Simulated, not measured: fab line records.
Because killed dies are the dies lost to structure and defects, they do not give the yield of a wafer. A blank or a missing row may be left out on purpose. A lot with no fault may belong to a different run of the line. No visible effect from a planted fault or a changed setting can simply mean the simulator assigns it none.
Comparing a struck lot with a sound one + flow sfq line + 14 steps out of a route of 325
Sound: wafers L958.1, L958.2, L958.4. Struck: wafer L977.1 (left out: L977.3, L977.6 of the same lot, which were not struck); the cause appears at the end.
Per side, at each step with rows, come the tool, then ch with its chambers, and then its first start. Under that, the readings that differ: sound wafers + struck wafers + difference of the means + sigmas: that difference in standard deviations of wafers without a fault.
alike: words and numbers the same on both sides, and readings whose means are apart by under 2 such deviations; not compared: readings that were withheld, readings missing a value for some wafer, numbers with overlapping values and no deviation given by the record, and bounds like >300 which may hide the same value.
A row with sigmas, a row that says differs or no value, or rows on one side alone: a step with any of these is where the two part. Numbers that don't overlap but have no deviation are shown without sigmas and don't part them. Lack of a reading on every wafer of one side parts them only where that side has two or more wafers.

first, 6 steps without rows for these wafers: SFQ_TRILAYER_M4_LITHO_COAT_098 (resist thk 62 nm); SFQ_TRILAYER_M4_LITHO_COAT_093 (resist thk 600 nm); SFQ_TRILAYER_M4_LITHO_SOFTBAKE_097; SFQ_TRILAYER_M4_LITHO_EXPOSE_094 (exposes mask M4, target cd 500 nm); SFQ_TRILAYER_M4_LITHO_PEB_096 (peb time 60 s); SFQ_TRILAYER_M4_LITHO_DEVELOP_095 (time 60 s).
SFQ_M4_OVL_MEAS_926:
  sound on overlay-01 at day 53 11:16; struck on overlay-02 at day 61 20:28
  alike: M4_OVL
SFQ_TRILAYER_M4_BARC_OPEN_METAL_ETCH_123: etches BARC in O2, target depth 125 nm, time 41.7 s.
  sound on rie metal-04 ch 1, day 53 11:19; struck on rie metal-04 ch 1, day 61 20:30
  alike: drypump motor current A, he backside leak sccm, oes product au
  not compared: rf hours counter h
SFQ_TRILAYER_M4_ETCH_METAL_ETCH_096: etches Nb in Cl2/Ar, stops on SiO2, target depth 240 nm, time 120 s.
  sound on rie metal-04 ch 1, day 53 11:26; struck on rie metal-04 ch 1, day 61 20:34
  alike: drypump motor current A, he backside leak sccm, oes product au
  not compared: rf hours counter h
SFQ_TRILAYER_M4_STRIP_STRIP_097: strips in O2.
  sound on rie metal-04 ch 1, day 53 11:41; struck on rie metal-04 ch 1, day 61 20:41
  alike: drypump motor current A, he backside leak sccm, oes product au
  not compared: rf hours counter h
then, 1 step without rows for these wafers: SFQ_TRILAYER_M4_STRIP_SOLV_CLEAN_098 (cleans in NMP, time 600 s).
SFQ_TRILAYER_I4_DEP_PECVD_099: deposits SiO2 from SiH4/N2O, time 111.11 s, target thk 500 nm.
  sound on pecvd-01 ch 0,1, day 53 13:03; struck on pecvd-01 ch 0, day 61 21:28
  alike: chamber pressure Torr, heater power w, throttle valve pct
  not compared: since wet clean h
SFQ_TRILAYER_I4_CMP_CMP_100: polishes SiO2.
  sound on cmp-02 ch 0,1,3, day 54 20:48; struck on cmp-02 ch 2, day 61 22:45
| reading                | sound       | struck | difference | sigmas |
|------------------------|-------------|--------|------------|--------|
| time to endpoint s (s) | 215 222 221 | 110    | -109       | -17    |
  alike: head pressure psi, motor current A, slurry filter dp kPa, slurry flow ml min
SFQ_I4_BOW_MEAS_927:
  sound on film metro-03 at day 54 23:18; struck on film metro-01 at day 62 01:45
  alike: I4_BOW

== WHERE THEY PART ==
Only at SFQ_TRILAYER_I4_CMP_CMP_100, within this record. Later steps at which nothing parts them and some readings are alike: SFQ_I4_BOW_MEAS_927.

WHY: the cause the simulator had injected
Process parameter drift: cmp-02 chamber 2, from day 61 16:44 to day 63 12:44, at SFQ_TRILAYER_I4_CMP_CMP_100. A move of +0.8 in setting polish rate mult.
